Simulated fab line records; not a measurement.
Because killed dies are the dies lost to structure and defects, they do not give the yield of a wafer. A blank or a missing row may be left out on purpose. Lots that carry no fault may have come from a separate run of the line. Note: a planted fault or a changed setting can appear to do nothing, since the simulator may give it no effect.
fab line records | flow sfq_line
record lots=6 | wafers=18 | last_day=93
route steps=325 shown I2@107 M3@118 I3@133 M4@148 M8@325
lots with no fault: from the same line, run without faults
start_h: hours from the record's opening day to when the first of the lot's shown wafers began | wait_h: hours since the lot's step before | " repeats the value in the row above | L1.1+2: a row that stands for several wafers | - no value present, or no start provided | * or withheld: withheld | < > ~ a bound
route shown NAME@n: NAME is a module with steps in the file, n the number in the route of the first one | usual: mean and standard deviation over wafers with no fault | same: alike in all rows | chamber/n: place in a boat | sites: the reading at each site | _std_site: their standard deviation | _edge_site: outer sites' mean less inner sites' | radius_mm: how far each site lies from the wafer's centre | mask NAME#n: copy n | behind: the last tool/chamber to shape the wafer | hold: why the lot went on hold/how many hours it stayed there/how the hold came to an end | device: whichever transistor did not switch (one of n, p or np) | end of line: at the end of the route, the tests of the same wafers | a step with no rows: only its recipe | killed: dies that structure and defects cost at the first sort, which is not the same as the wafer's yield | map: shows each die of a wafer: x if killed, . if not, _ if none is there
set.NAME: the setting as run; set.NAME@STEP: as run at that earlier step | model.NAME: the simulator's own value behind a step, which no gauge read
certain route steps with their lots: each step a table, each wafer a row
services: from which hour (start_h, from the record's first day; less than 0 if before it) a tool's chamber was out of use, for how many hours, and why
## steps
# step SFQ_TRILAYER_I2_VIA_LITHO_COAT_072
# recipe resist=BARC | spin_rpm=3000 | resist_thk_nm=62
# step SFQ_TRILAYER_I2_VIA_LITHO_COAT_067
# recipe resist=KrF | spin_rpm=3000 | resist_thk_nm=650
# step SFQ_TRILAYER_I2_VIA_LITHO_SOFTBAKE_071
# recipe temp_c=withheld | time_s=withheld | resist=KrF
# step SFQ_TRILAYER_I2_VIA_LITHO_EXPOSE_068
# recipe mask_id=I2 | na=0.6 | source_shape=conventional | sigma_outer=0.65 | target_cd_nm=500 | dose_mj=21.3
# step SFQ_TRILAYER_I2_VIA_LITHO_PEB_070
# recipe peb_temp_c=115 | peb_time_s=60 | resist=KrF
# step SFQ_TRILAYER_I2_VIA_LITHO_DEVELOP_069
# recipe time_s=60 | resist=KrF
# step SFQ_I2_OVL_MEAS_918
# usual I2_OVL=-1/5.6
lot.wafer | tool       | chamber | start_h | wait_h | I2_OVL[nm]
L849.1    | overlay-01 | -       | 815.36  | 0.1    | 2
L849.4    | "          | -       | "       | "      | -8
L849.5    | "          | -       | "       | "      | -1
L860.3    | overlay-01 | -       | 1047.63 | 0.1    | -15
L860.5    | "          | -       | "       | "      | -8
L860.6    | "          | -       | "       | "      | -10
L865.1    | overlay-01 | -       | 1066.69 | 0.1    | 5
L865.5    | "          | -       | "       | "      | 5
L865.6    | "          | -       | "       | "      | 0
L867.1    | overlay-02 | -       | 1070.29 | 0.1    | 1
L867.3    | "          | -       | "       | "      | -3
L867.6    | "          | -       | "       | "      | 7
L868.4    | overlay-02 | -       | 1072.71 | 0.1    | 1
L868.5    | "          | -       | "       | "      | 0
L868.6    | "          | -       | "       | "      | 9
L869.2    | overlay-02 | -       | 1075.10 | 0.1    | -7
L869.4    | "          | -       | "       | "      | -6
L869.5    | "          | -       | "       | "      | 2
# step SFQ_TRILAYER_I2_VIA_BARC_OPEN_VIA_ETCH_096
# recipe mask_material=PR | chemistry=O2 | target_depth_nm=125 | target=BARC | source_w=500 | bias_w=80 | pressure_mtorr=30 | time_s=41.7
# step SFQ_TRILAYER_I2_VIA_ETCH_VIA_ETCH_070
# recipe target=SiO2 | stop_on=Nb | mask_material=PR | taper_deg=20 | chemistry=CHF3 | target_depth_nm=260 | source_w=500 | bias_w=80 | pressure_mtorr=30 | time_s=withheld
# step SFQ_TRILAYER_I2_VIA_STRIP_STRIP_071
# recipe gas=O2 | power_w=200 | platen_temp_c=40 | overash_fraction=0.65 | chemistry=O2 | pressure_mtorr=50
# usual drypump_motor_current_A=6.2/0.44 | oes_product_au=0.997/0.0068
lot.wafer | tool         | chamber | start_h | wait_h | drypump_motor_current_A | oes_product_au | rf_hours_counter_h
L849.1    | rie_metal-01 | 1       | 815.55  | -      | 5.9                     | 0.999          | 34
L849.4    | "            | 0       | "       | "      | 5.8                     | 0.981          | -
L849.5    | "            | 1       | "       | "      | 5.9                     | 0.989          | -
L860.3    | rie_metal-02 | 1       | 1048.01 | -      | 6.8                     | 1.012          | -
L860.5    | "            | 1       | "       | "      | 6.8                     | 1.005          | -
L860.6    | "            | 0       | "       | "      | 6.4                     | 0.994          | -
L865.1    | rie_metal-03 | 0       | 1066.88 | -      | 5.4                     | 1.003          | 39
L865.5    | "            | 0       | "       | "      | 5.4                     | 0.997          | -
L865.6    | "            | 1       | "       | "      | 6.3                     | 1.003          | -
L867.1    | rie_metal-01 | 1       | 1070.48 | -      | 6.0                     | 0.996          | 65
L867.3    | "            | 1       | "       | "      | 5.9                     | 0.996          | -
L867.6    | "            | 1       | "       | "      | 5.9                     | 0.999          | -
L868.4    | rie_metal-02 | 0       | 1073.48 | -      | 6.4                     | 1.009          | -
L868.5    | "            | 0       | "       | "      | 6.4                     | 0.987          | -
L868.6    | "            | 0       | "       | "      | 6.4                     | 0.984          | -
L869.2    | rie_metal-03 | 0       | 1075.28 | -      | 5.4                     | 0.997          | 40
L869.4    | "            | 1       | "       | "      | 6.3                     | 0.994          | -
L869.5    | "            | 1       | "       | "      | 6.3                     | 0.993          | -
# step SFQ_TRILAYER_I2_VIA_STRIP_SOLV_CLEAN_072
# recipe chemistry=NMP | temp_c=70 | time_s=600
# step SFQ_TRILAYER_M3_DEP_PRE_CLEAN_074
# recipe gas=Ar | time_s=22.5 | bias_v=250
# step SFQ_TRILAYER_M3_DEP_SPUTTER_073
# recipe material=Nb | base_pressure_pa=1.33e-06 | chamber_pressure_pa=0.1333 | substrate_temp_c=20 | resputter_cathode_voltage_v=400 | target_thk_nm=200 | power_w=2000 | time_s=133.3
# usual throttle_valve_pct=29.8/0.79
lot.wafer | tool           | chamber | start_h | wait_h | throttle_valve_pct | model.Nb_of_TRILAYER_M3_DEP_SPUTTER_073.thk_nm
L849.1    | pvd_sputter-06 | -       | 816.36  | 0.0    | 29.7               | 200.3
L849.4    | "              | -       | "       | "      | 30.6               | 200.7
L849.5    | "              | -       | "       | "      | 30.0               | 201.9
L860.3    | pvd_sputter-06 | -       | 1048.61 | 0.0    | 29.4               | 200.7
L860.5    | "              | -       | "       | "      | 31.1               | 201
L860.6    | "              | -       | "       | "      | 29.4               | 199.5
L865.1    | pvd_sputter-06 | -       | 1067.68 | 0.0    | 30.8               | 189.2
L865.5    | "              | -       | "       | "      | 29.9               | 201.5
L865.6    | "              | -       | "       | "      | 30.7               | 189.8
L867.1    | pvd_sputter-03 | -       | 1071.28 | 0.0    | 29.8               | 199
L867.3    | "              | -       | "       | "      | 29.8               | 196.1
L867.6    | "              | -       | "       | "      | 29.9               | 196.7
L868.4    | pvd_sputter-06 | -       | 1074.46 | 0.0    | 29.7               | 187
L868.5    | "              | -       | "       | "      | 29.7               | 200.3
L868.6    | "              | -       | "       | "      | 28.4               | 187.2
L869.2    | pvd_sputter-05 | -       | 1076.08 | 0.0    | 30.4               | 198.8
L869.4    | "              | -       | "       | "      | 29.7               | 201.2
L869.5    | "              | -       | "       | "      | 29.5               | 198.8
# step SFQ_M3_RS_MEAS_919
# recipe thk_meas_gauge=four-point-probe | reads=Nb_of_TRILAYER_M3_DEP_SPUTTER_073
# usual M3_NB_RS=0.891/0.0077
lot.wafer | tool          | chamber | start_h | wait_h | M3_NB_RS[ohm/sq]
L849.1    | film_metro-03 | -       | 816.45  | 0.0    | 0.889
L849.4    | "             | -       | "       | "      | 0.887
L849.5    | "             | -       | "       | "      | 0.881
L860.3    | film_metro-01 | -       | 1048.74 | 0.1    | 0.889
L860.5    | "             | -       | "       | "      | 0.885
L860.6    | "             | -       | "       | "      | 0.893
L865.1    | film_metro-04 | -       | 1067.77 | 0.0    | 0.942
L865.5    | "             | -       | "       | "      | 0.884
L865.6    | "             | -       | "       | "      | 0.939
L867.1    | film_metro-04 | -       | 1071.37 | 0.0    | 0.894
L867.3    | "             | -       | "       | "      | 0.907
L867.6    | "             | -       | "       | "      | 0.903
L868.4    | film_metro-01 | -       | 1074.61 | 0.1    | 0.954
L868.5    | "             | -       | "       | "      | 0.890
L868.6    | "             | -       | "       | "      | 0.952
L869.2    | film_metro-03 | -       | 1076.19 | 0.1    | 0.895
L869.4    | "             | -       | "       | "      | 0.884
L869.5    | "             | -       | "       | "      | 0.897
# step SFQ_TRILAYER_M3_LITHO_COAT_080
# recipe resist=BARC | spin_rpm=3000 | resist_thk_nm=62
# step SFQ_TRILAYER_M3_LITHO_COAT_075
# recipe resist=KrF | spin_rpm=3000 | resist_thk_nm=600
# step SFQ_TRILAYER_M3_LITHO_SOFTBAKE_079
# recipe temp_c=withheld | time_s=withheld | resist=KrF
# step SFQ_TRILAYER_M3_LITHO_EXPOSE_076
# recipe mask_id=M3 | na=0.6 | source_shape=conventional | sigma_outer=0.65 | target_cd_nm=500 | dose_mj=14.4
# step SFQ_TRILAYER_M3_LITHO_PEB_078
# recipe peb_temp_c=115 | peb_time_s=60 | resist=KrF
# step SFQ_TRILAYER_M3_LITHO_DEVELOP_077
# recipe time_s=60 | resist=KrF
# step SFQ_M3_OVL_MEAS_921
# usual M3_OVL=-4/6.1
lot.wafer | tool       | chamber | start_h | wait_h | M3_OVL[nm]
L849.1    | overlay-02 | -       | 953.63  | 0.1    | -9
L849.4    | "          | -       | "       | "      | 0
L849.5    | "          | -       | "       | "      | -7
L860.3    | overlay-02 | -       | 1176.81 | 0.1    | -7
L860.5    | "          | -       | "       | "      | -6
L860.6    | "          | -       | "       | "      | -4
L865.1    | overlay-02 | -       | 1192.00 | 0.1    | -13
L865.5    | "          | -       | "       | "      | -7
L865.6    | "          | -       | "       | "      | -5
L867.1    | overlay-02 | -       | 1194.40 | 0.1    | -11
L867.3    | "          | -       | "       | "      | -8
L867.6    | "          | -       | "       | "      | -5
L868.4    | overlay-02 | -       | 1196.82 | 0.1    | -10
L868.5    | "          | -       | "       | "      | -8
L868.6    | "          | -       | "       | "      | 0
L869.2    | overlay-02 | -       | 1198.00 | 0.1    | -2
L869.4    | "          | -       | "       | "      | -6
L869.5    | "          | -       | "       | "      | -9
# step SFQ_TRILAYER_M3_BARC_OPEN_METAL_ETCH_100
# recipe mask_material=PR | chemistry=O2 | target_depth_nm=125 | target=BARC | icp_w=600 | bias_w=80 | pressure_mtorr=10 | time_s=41.7
# step SFQ_TRILAYER_M3_ETCH_METAL_ETCH_078
# recipe target=Nb | stop_on=SiO2 | mask_material=PR | chemistry=Cl2/Ar | target_depth_nm=240 | icp_w=600 | bias_w=80 | pressure_mtorr=10 | time_s=120
# usual drypump_motor_current_A=5.90/0.27 | oes_product_au=0.893/0.0061
lot.wafer | tool         | chamber | start_h | wait_h | drypump_motor_current_A | oes_product_au | rf_hours_counter_h
L849.1    | rie_metal-01 | 0       | 953.73  | 0.0    | 5.74                    | 0.893          | 105
L849.4    | "            | 0       | "       | "      | 5.78                    | 0.895          | -
L849.5    | "            | 1       | "       | "      | 5.92                    | 0.906          | -
L860.3    | rie_metal-01 | 1       | 1176.94 | 0.1    | 5.94                    | 0.888          | -
L860.5    | "            | 1       | "       | "      | 5.93                    | 0.892          | -
L860.6    | "            | 0       | "       | "      | 5.72                    | 0.895          | -
L865.1    | rie_metal-01 | 1       | 1192.09 | 0.0    | 5.95                    | 0.861          | 86
L865.5    | "            | 0       | "       | "      | 5.78                    | 0.897          | -
L865.6    | "            | 1       | "       | "      | 5.92                    | 0.876          | -
L867.1    | rie_metal-01 | 1       | 1194.49 | 0.0    | 5.91                    | 0.889          | 86
L867.3    | "            | 0       | "       | "      | 5.77                    | 0.884          | -
L867.6    | "            | 1       | "       | "      | 5.91                    | 0.890          | -
L868.4    | rie_metal-01 | 1       | 1196.93 | 0.1    | 5.93                    | 0.860          | -
L868.5    | "            | 1       | "       | "      | 5.93                    | 0.898          | -
L868.6    | "            | 0       | "       | "      | 5.74                    | 0.864          | -
L869.2    | rie_metal-04 | 1       | 1198.11 | 0.1    | 6.26                    | 0.896          | 55
L869.4    | "            | 0       | "       | "      | 5.72                    | 0.894          | -
L869.5    | "            | 0       | "       | "      | 5.72                    | 0.894          | -
# step SFQ_TRILAYER_M3_STRIP_STRIP_079
# recipe gas=O2 | power_w=200 | platen_temp_c=40 | overash_fraction=0.65 | chemistry=O2 | pressure_mtorr=50
# step SFQ_TRILAYER_M3_STRIP_SOLV_CLEAN_080
# recipe chemistry=NMP | temp_c=70 | time_s=600
# step SFQ_TRILAYER_I3_DEP_PECVD_081
# recipe material=SiO2 | temp_c=150 | time_s=111.11 | pressure_torr=2.4 | rf_w=183.3 | precursor=SiH4/N2O | target_thk_nm=500
# usual heater_power_w=86/11 | showerhead_vpp_V=822/41 | throttle_valve_pct=24.5/1.4
lot.wafer | tool     | chamber | start_h | wait_h | heater_power_w | showerhead_vpp_V | throttle_valve_pct
L849.1    | pecvd-03 | 1       | 954.63  | 0.0    | 81             | 848              | 24.8
L849.4    | "        | 0       | "       | "      | 104            | 857              | 26.2
L849.5    | "        | 1       | "       | "      | 84             | 839              | 24.8
L860.3    | pecvd-03 | 1       | 1177.80 | 0.0    | 85             | 825              | 24.7
L860.5    | "        | 2       | "       | "      | 80             | 759              | 23.9
L860.6    | "        | 0       | "       | "      | 87             | 856              | 26.4
L865.1    | pecvd-01 | 1       | 1192.99 | 0.0    | 98             | 780              | 22.4
L865.5    | "        | 0       | "       | "      | 82             | 845              | 22.5
L865.6    | "        | 1       | "       | "      | 99             | 773              | 22.4
L867.1    | pecvd-01 | 1       | 1195.39 | 0.0    | 90             | 777              | 22.3
L867.3    | "        | 2       | "       | "      | 83             | 856              | 22.5
L867.6    | "        | 2       | "       | "      | 89             | 832              | 22.2
L868.4    | pecvd-03 | 2       | 1197.83 | 0.0    | 89             | 766              | 24.1
L868.5    | "        | 0       | "       | "      | 101            | 846              | 26.4
L868.6    | "        | 1       | "       | "      | 79             | 841              | 24.8
L869.2    | pecvd-01 | 1       | 1199.27 | 0.0    | 98             | 768              | 22.4
L869.4    | "        | 2       | "       | "      | 88             | 861              | 22.4
L869.5    | "        | 1       | "       | "      | 84             | 779              | 22.6
# step SFQ_TRILAYER_I3_CMP_CMP_082
# recipe material=SiO2 | down_force_psi=3 | platen_rpm=60 | pad_velocity_m_s=0.94248
# usual head_pressure_psi=3.000/0.0058 | motor_current_A=10.5/1.3 | time_to_endpoint_s=216/6.7
lot.wafer | tool   | chamber | start_h | wait_h | head_pressure_psi | motor_current_A | time_to_endpoint_s
L849.4    | cmp-01 | 2       | 955.21  | 0.5    | 2.980             | 11.1            | 210
L849.1    | "      | 0       | 956.21  | 1.5    | 2.995             | 10.8            | 206
L849.5    | "      | 1       | "       | "      | 2.988             | 10.6            | 220
L860.3    | cmp-01 | 2       | 1179.37 | 1.5    | 3.011             | 11.4            | 208
L860.6    | "      | 3       | "       | "      | 2.999             | 8.6             | 213
L860.5    | "      | 0       | "       | "      | 3.005             | 11.2            | 219
L865.1    | cmp-02 | 2       | 1196.04 | 3.0    | 2.996             | 9.2             | 221
L865.5    | "      | 1       | 1197.54 | 4.5    | 2.995             | 8.9             | 225
L865.6    | "      | 2       | "       | "      | 3.002             | 9.9             | 224
L867.3    | cmp-02 | 3       | 1201.54 | 6.1    | 2.994             | 9.9             | 219
L867.1    | "      | 1       | 1202.54 | 7.1    | 2.995             | 9.8             | 220
L867.6    | "      | 3       | 1203.54 | 8.1    | 3.005             | 9.7             | 221
L868.4    | cmp-02 | 0       | 1208.04 | 10.2   | 2.999             | 13.3            | 232
L868.5    | "      | 3       | 1209.54 | 11.7   | 3.003             | 9.5             | 220
L868.6    | "      | 0       | "       | "      | 2.994             | 13.1            | 229
L869.2    | cmp-01 | 1       | 1209.06 | 9.7    | 2.999             | 11.1            | 210
L869.4    | "      | 2       | "       | "      | 2.991             | 11.4            | 213
L869.5    | "      | 1       | 1211.06 | 11.7   | 3.001             | 10.5            | 223
# step SFQ_I3_BOW_MEAS_922
# recipe mode=bow
# usual I3_BOW=3/9
lot.wafer | tool          | chamber | start_h | wait_h | I3_BOW[um]
L849.1    | film_metro-04 | -       | 957.71  | 1.0    | -1
L849.4    | "             | -       | "       | "      | 14
L849.5    | "             | -       | "       | "      | 13
L860.3    | film_metro-04 | -       | 1180.91 | 1.0    | -1
L860.5    | "             | -       | "       | "      | -3
L860.6    | "             | -       | "       | "      | -14
L865.1    | film_metro-01 | -       | 1198.54 | 2.0    | 1
L865.5    | "             | -       | "       | "      | -9
L865.6    | "             | -       | "       | "      | -13
L867.1    | film_metro-01 | -       | 1204.54 | 1.5    | 3
L867.3    | "             | -       | "       | "      | 13
L867.6    | "             | -       | "       | "      | 25
L868.4    | film_metro-02 | -       | 1210.60 | 2.1    | -2
L868.5    | "             | -       | "       | "      | 6
L868.6    | "             | -       | "       | "      | 2
L869.2    | film_metro-04 | -       | 1211.58 | 2.0    | -2
L869.4    | "             | -       | "       | "      | -7
L869.5    | "             | -       | "       | "      | -11
# step SFQ_TRILAYER_I3_METRO_MEASURE_083
# usual thk_nm=200.3/0.86
lot.wafer | tool          | chamber | start_h | wait_h | thk_nm
L849.1    | film_metro-04 | -       | 957.83  | 0.1    | 199.8
L849.4    | "             | -       | "       | "      | 199.3
L849.5    | "             | -       | "       | "      | 201.4
L860.3    | film_metro-04 | -       | 1181.39 | 0.5    | 200.8
L860.5    | "             | -       | "       | "      | 200.2
L860.6    | "             | -       | "       | "      | 200.2
L865.1    | film_metro-01 | -       | 1198.66 | 0.1    | 200.2
L865.5    | "             | -       | "       | "      | 199.6
L865.6    | "             | -       | "       | "      | 200.5
L867.1    | film_metro-01 | -       | 1204.66 | 0.1    | 201.4
L867.3    | "             | -       | "       | "      | 199.9
L867.6    | "             | -       | "       | "      | 200.6
L868.4    | film_metro-02 | -       | 1211.26 | 0.6    | 202.5
L868.5    | "             | -       | "       | "      | 201.7
L868.6    | "             | -       | "       | "      | 201.0
L869.2    | film_metro-04 | -       | 1211.88 | 0.3    | 200.0
L869.4    | "             | -       | "       | "      | 200.2
L869.5    | "             | -       | "       | "      | 200.2
# step SFQ_TRILAYER_I3_VIA_LITHO_COAT_090
# recipe resist=BARC | spin_rpm=3000 | resist_thk_nm=62
# step SFQ_TRILAYER_I3_VIA_LITHO_COAT_085
# recipe resist=KrF | spin_rpm=3000 | resist_thk_nm=650
# step SFQ_TRILAYER_I3_VIA_LITHO_SOFTBAKE_089
# recipe temp_c=withheld | time_s=withheld | resist=KrF
# step SFQ_TRILAYER_I3_VIA_LITHO_EXPOSE_086
# recipe mask_id=I3 | na=0.6 | source_shape=conventional | sigma_outer=0.65 | target_cd_nm=500 | dose_mj=21.3
# step SFQ_TRILAYER_I3_VIA_LITHO_PEB_088
# recipe peb_temp_c=115 | peb_time_s=60 | resist=KrF
# step SFQ_TRILAYER_I3_VIA_LITHO_DEVELOP_087
# recipe time_s=60 | resist=KrF
# step SFQ_I3_OVL_MEAS_923
# usual I3_OVL=-2/5.6
lot.wafer | tool       | chamber | start_h | wait_h | I3_OVL[nm]
L849.1    | overlay-01 | -       | 961.40  | 0.1    | 2
L849.4    | "          | -       | "       | "      | 4
L849.5    | "          | -       | "       | "      | 0
L860.3    | overlay-01 | -       | 1184.46 | 0.1    | 4
L860.5    | "          | -       | "       | "      | 2
L860.6    | "          | -       | "       | "      | 6
L865.1    | overlay-02 | -       | 1324.38 | 0.1    | -6
L865.5    | "          | -       | "       | "      | -9
L865.6    | "          | -       | "       | "      | -4
L867.1    | overlay-02 | -       | 1326.78 | 0.1    | -5
L867.3    | "          | -       | "       | "      | -7
L867.6    | "          | -       | "       | "      | -7
L868.4    | overlay-02 | -       | 1329.19 | 0.1    | 2
L868.5    | "          | -       | "       | "      | 1
L868.6    | "          | -       | "       | "      | 2
L869.2    | overlay-02 | -       | 1331.71 | 0.1    | 3
L869.4    | "          | -       | "       | "      | 0
L869.5    | "          | -       | "       | "      | -2
# step SFQ_TRILAYER_I3_VIA_BARC_OPEN_VIA_ETCH_121
# recipe mask_material=PR | chemistry=O2 | target_depth_nm=125 | target=BARC | source_w=500 | bias_w=80 | pressure_mtorr=30 | time_s=41.7
# step SFQ_TRILAYER_I3_VIA_ETCH_VIA_ETCH_088
# recipe target=SiO2 | stop_on=Nb | mask_material=PR | taper_deg=20 | chemistry=CHF3 | target_depth_nm=260 | source_w=500 | bias_w=80 | pressure_mtorr=30 | time_s=withheld
# usual drypump_motor_current_A=5.8/0.39 | oes_product_au=0.855/0.0055
lot.wafer | tool        | chamber | start_h | wait_h | drypump_motor_current_A | oes_product_au
L849.1    | rie_diel-04 | 2       | 961.48  | 0.0    | 5.3                     | 0.858
L849.4    | "           | 1       | "       | "      | 5.7                     | 0.855
L849.5    | "           | 1       | "       | "      | 5.7                     | 0.859
L860.3    | rie_diel-03 | 1       | 1184.52 | 0.0    | 5.7                     | 0.846
L860.5    | "           | 3       | "       | "      | 4.9                     | 0.852
L860.6    | "           | 0       | "       | "      | 5.7                     | 0.840
L865.1    | rie_diel-02 | 2       | 1324.45 | 0.0    | 5.6                     | 0.862
L865.5    | "           | 2       | "       | "      | 5.6                     | 0.856
L865.6    | "           | 3       | "       | "      | 6.1                     | 0.851
L867.1    | rie_diel-04 | 1       | 1326.85 | 0.0    | 5.7                     | 0.853
L867.3    | "           | 3       | "       | "      | 6.3                     | 0.855
L867.6    | "           | 1       | "       | "      | 5.7                     | 0.851
L868.4    | rie_diel-03 | 0       | 1329.25 | 0.0    | 5.7                     | 0.865
L868.5    | "           | 0       | "       | "      | 5.7                     | 0.866
L868.6    | "           | 1       | "       | "      | 5.7                     | 0.855
L869.2    | rie_diel-04 | 0       | 1331.78 | 0.0    | 5.8                     | 0.855
L869.4    | "           | 1       | "       | "      | 5.6                     | 0.850
L869.5    | "           | 0       | "       | "      | 5.8                     | 0.854
# step SFQ_TRILAYER_I3_VIA_STRIP_STRIP_089
# recipe gas=O2 | power_w=200 | platen_temp_c=40 | overash_fraction=0.65 | chemistry=O2 | pressure_mtorr=50
# step SFQ_TRILAYER_I3_VIA_STRIP_SOLV_CLEAN_090
# recipe chemistry=NMP | temp_c=70 | time_s=600
# step SFQ_TRILAYER_M4_DEP_PRE_CLEAN_092
# recipe gas=Ar | time_s=22.5 | bias_v=250
# step SFQ_M8_BOW_MEAS_951
# recipe mode=bow
# usual M8_BOW=8/12
lot.wafer | tool          | chamber | start_h | wait_h | M8_BOW[um] | model.etest.m3.ohm_um | model.etest.i2.link_ohm | model.etest.m3.ohm_sq | model.etest.i3.link_ohm
L849.1    | film_metro-02 | -       | 2091.83 | 0.0    | 8          | 1.77                  | 1.96                    | 0.8888                | 1.979
L849.4    | "             | -       | "       | "      | 22         | 1.767                 | 1.951                   | 0.8871                | 1.977
L849.5    | "             | -       | "       | "      | 23         | 1.761                 | 1.946                   | 0.8815                | 1.981
L860.3    | film_metro-03 | -       | 2154.65 | 0.0    | -3         | 1.773                 | 1.966                   | 0.8872                | 1.977
L860.5    | "             | -       | "       | "      | -3         | 1.767                 | 1.972                   | 0.8858                | 1.957
L860.6    | "             | -       | "       | "      | -16        | 1.777                 | 1.972                   | 0.8922                | 1.974
L865.1    | film_metro-04 | -       | 2205.12 | 0.0    | 14         | 1.877                 | 2.009                   | 0.9408                | 2.021
L865.5    | "             | -       | "       | "      | 3          | 1.763                 | 1.944                   | 0.8833                | 1.985
L865.6    | "             | -       | "       | "      | -1         | 1.871                 | 2.013                   | 0.9381                | 2.031
L867.1    | film_metro-02 | -       | 2211.79 | 0.0    | 9          | 1.797                 | 1.971                   | 0.8945                | 1.967
L867.3    | "             | -       | "       | "      | 16         | 1.81                  | 1.971                   | 0.9077                | 1.988
L867.6    | "             | -       | "       | "      | 28         | 1.813                 | 1.967                   | 0.9049                | 1.973
L868.4    | film_metro-04 | -       | 2214.27 | 0.1    | -3         | 1.893                 | 2.051                   | 0.952                 | 2.007
L868.5    | "             | -       | "       | "      | 4          | 1.772                 | 1.97                    | 0.8888                | 1.953
L868.6    | "             | -       | "       | "      | 0          | 1.897                 | 2.041                   | 0.9509                | 2.008
L869.2    | film_metro-02 | -       | 2220.23 | 0.0    | -8         | 1.802                 | 1.975                   | 0.8953                | 1.985
L869.4    | "             | -       | "       | "      | -14        | 1.776                 | 1.964                   | 0.8848                | 1.97
L869.5    | "             | -       | "       | "      | -17        | 1.794                 | 1.977                   | 0.8956                | 1.986
## services
tool           | chamber | start_h | hours | kind
rie_diel-04    | -       | 792.19  | 2.8   | pm
film_metro-04  | -       | 808.79  | 0.3   | pm
cmp-02         | -       | 812.70  | 2.1   | repair
cmp-02         | -       | 829.68  | 1.3   | repair
pecvd-03       | 0       | 839.21  | 4.6   | repair
film_metro-04  | -       | 858.70  | 1.4   | pm
rie_diel-04    | 0       | 873.06  | 1.5   | repair
pvd_sputter-06 | -       | 886.44  | 18.0  | repair
rie_diel-04    | 2       | 886.74  | 3.8   | repair
cmp-02         | -       | 912.06  | 4.0   | pm
cmp-01         | -       | 917.52  | 9.7   | pm
pvd_sputter-06 | -       | 919.36  | 6.7   | repair
pecvd-01       | -       | 933.25  | 14.0  | pm
pvd_sputter-06 | -       | 934.53  | 1.3   | repair
cmp-01         | -       | 934.73  | 3.6   | repair
cmp-02         | -       | 954.95  | 6.7   | repair
film_metro-04  | -       | 965.03  | 1.4   | pm
cmp-02         | -       | 969.17  | 3.4   | repair
pecvd-01       | -       | 972.39  | 1.0   | repair
pecvd-01       | -       | 993.08  | 3.9   | repair
pecvd-01       | 1       | 1007.28 | 18.4  | repair
pvd_sputter-06 | -       | 1158.41 | 4.6   | repair
rie_metal-01   | 0       | 1231.91 | 13.3  | repair
rie_metal-01   | -       | 1298.53 | 28.1  | pm
## key
first_sign step=SFQ_M3_RS_MEAS_919 | reading=M3_NB_RS | direction=up | sigmas=7.3 | usual=0.891 | struck=0.947
effect step=SFQ_TRILAYER_M3_ETCH_METAL_ETCH_078 | reading=oes_product_au | direction=down | sigmas=4.6 | usual=0.893 | struck=0.865
model_effect step=SFQ_TRILAYER_M3_DEP_SPUTTER_073 | value=Nb_of_TRILAYER_M3_DEP_SPUTTER_073.thk_nm | without=200.7 | struck=188.3
model_effect step=SFQ_M8_BOW_MEAS_951 | value=etest.m3.ohm_um | without=1.768 | struck=1.885
met_at SFQ_TRILAYER_M3_DEP_SPUTTER_073
struck_wafers L865.1,L865.6,L868.4,L868.6
onset_between 1048.61 1067.68
fault kind=process_parameter_drift | tool=pvd_sputter-06 | chamber=- | onset_h=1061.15 | steps=SFQ_TRILAYER_M3_DEP_SPUTTER_073 | channel=time_s | offset=* | shape=step | end_h=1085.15 | scope=struck_wafers_only | acts_in=* | stated=*
